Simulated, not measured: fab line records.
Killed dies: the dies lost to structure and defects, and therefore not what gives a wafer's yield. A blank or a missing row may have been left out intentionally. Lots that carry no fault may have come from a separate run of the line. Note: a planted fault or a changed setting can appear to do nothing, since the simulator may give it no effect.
A lot that was struck, set against a sound lot | flow gf180mcu | 17 steps out of a route of 602
Sound: wafers L727.2, L727.5, L727.6. Struck: wafers L738.2, L738.5. (L738.1 of the same lot was not struck and is left out.) The cause comes at the end.
At each step with rows: each side's tool, then ch and its chambers, then its first start. Under that, the readings that differ: sound wafers | struck wafers | difference of the means | sigmas: that difference in standard deviations of wafers without a fault.
alike: readings whose means differ by less than 2 such deviations, and words and numbers that are the same on both sides. not compared: withheld readings, readings that some wafer has no value for, bounds like >300 that may hide the same value, and numbers for which the record gives no deviation and whose values overlap.
Wherever a step has rows on one side only, a row that says differs or no value, or a row with sigmas, the two part there. Numbers that don't overlap but have no deviation are shown without sigmas and don't part them. Lack of a reading on every wafer of one side parts them only where that side has two or more wafers.

first, 3 steps without rows for these wafers: GF_V1_EXPOSE_11 (exposes mask Via1, target cd 260 nm); GF_V1_PEB_12 (peb time 90 s); GF_V1_DEVELOP_13 (develop time 60 s).
GF_V1_CD_MEAS_14 targets a cd of 260 nm.
  sound on cd sem-02 at day 22 05:13; struck on cd sem-02 at day 25 21:47
  alike: cd nm
GF_V1_OVL_MEAS_15:
  sound on overlay-02 at day 22 05:20; struck on overlay-02 at day 25 21:54
  alike: V1_OVL
GF_V1_ETCH_16: etches BARC in N2/H2.
  sound on rie diel-02 ch 2,3, day 22 05:22; struck on rie diel-02 ch 0, day 25 21:56
  reading             | sound             | struck      | difference | sigmas
  h2 flow sccm (sccm) | 200.0 200.2 199.5 | 201.3 200.9 | +1.2       | +2
  alike: drypump motor current A, oes product au, throttle valve pct
GF_V1_ETCH_17: etches SiO2 in C4F8/O2/Ar, stops on TiN, target depth 630 nm.
  sound on rie diel-02 ch 2,3; struck on rie diel-02 ch 0
  alike: oes product au
GF_V1_STRIP_18: strips in O2/N2.
  sound on plasma asher-01 ch 0,1, day 22 05:29; struck on plasma asher-04 ch 1, day 25 22:04
  alike: drypump motor current A, heater power w, oes product au
  not compared: rf hours counter h
then, 2 steps without rows for these wafers: GF_V1_STRIP_19 (strips in post etch residue remover, time 1200 s); GF_V1_CLEAN_20 (cleans in DIW).
GF_V1_SPUTTER_21: material Ti, target thk 15 nm, time 80.02 s.
  sound on pvd sputter-04 at day 22 06:01; struck on pvd sputter-04 at day 25 22:36
  alike: cathode dc power W, throttle valve pct
GF_V1_SPUTTER_22: material TiN, target thk 10 nm, time 40 s.
  sound on pvd sputter-04 at day 22 06:05; struck on pvd sputter-04 at day 25 22:40
  alike: cathode dc power W, throttle valve pct
GF_V1_CVD_23: deposits W, target thk 350 nm, time 105.05 s.
  sound on cvd w-01 ch 0,1, day 22 06:07; struck on cvd w-01 ch 0,1, day 25 22:42
  reading                          | sound           | struck      | difference | sigmas
  model.W_of_V1_CVD_23.thk nm (nm) | 358.4 360 348.9 | 486.6 476.4 | +125.7     |
  alike: chamber pressure Torr, heater power w
GF_V1_RS_MEAS_24: uses a four-point probe to measure.
  sound on film metro-02 at day 22 06:15; struck on film metro-01 at day 25 23:05
  reading          | sound             | struck      | difference | sigmas
  V1_W_RS (ohm/sq) | 0.320 0.318 0.329 | 0.235 0.239 | -0.085     | -15
  not compared: hold
GF_V1_THK_MEAS_25: measures by xrf.
  sound on film metro-02 at day 22 06:22; struck on film metro-01 at day 26 01:43
  reading       | sound       | struck  | difference | sigmas
  V1_W_THK (nm) | 345 350 340 | 483 473 | +133       | +13
  not compared: hold
GF_V1_CMP_26: polishes, stops on SiO2, t overpolish 15 s, target thk 0 nm.
  sound on cmp-01 ch 0,1, day 22 06:28; struck on cmp-01 ch 1,2, day 26 04:24
  reading                | sound    | struck                                            | difference                   | sigmas
  hold                   | - - -    | await dispo/2.6h/release await dispo/2.6h/release | no value on the sound wafers |
  time to endpoint s (s) | 89 85 88 | 112 120                                           | +29                          | +7
  alike: motor current A
then, 1 step without rows for these wafers: GF_M2_SPUTTER_00 (material Ti, target thk 37.5 nm, time 150 s).

## WHERE THEY PART
Earliest at GF_V1_ETCH_16; latest, in this record, at GF_V1_CMP_26.

WHY: what had been put in by the simulator
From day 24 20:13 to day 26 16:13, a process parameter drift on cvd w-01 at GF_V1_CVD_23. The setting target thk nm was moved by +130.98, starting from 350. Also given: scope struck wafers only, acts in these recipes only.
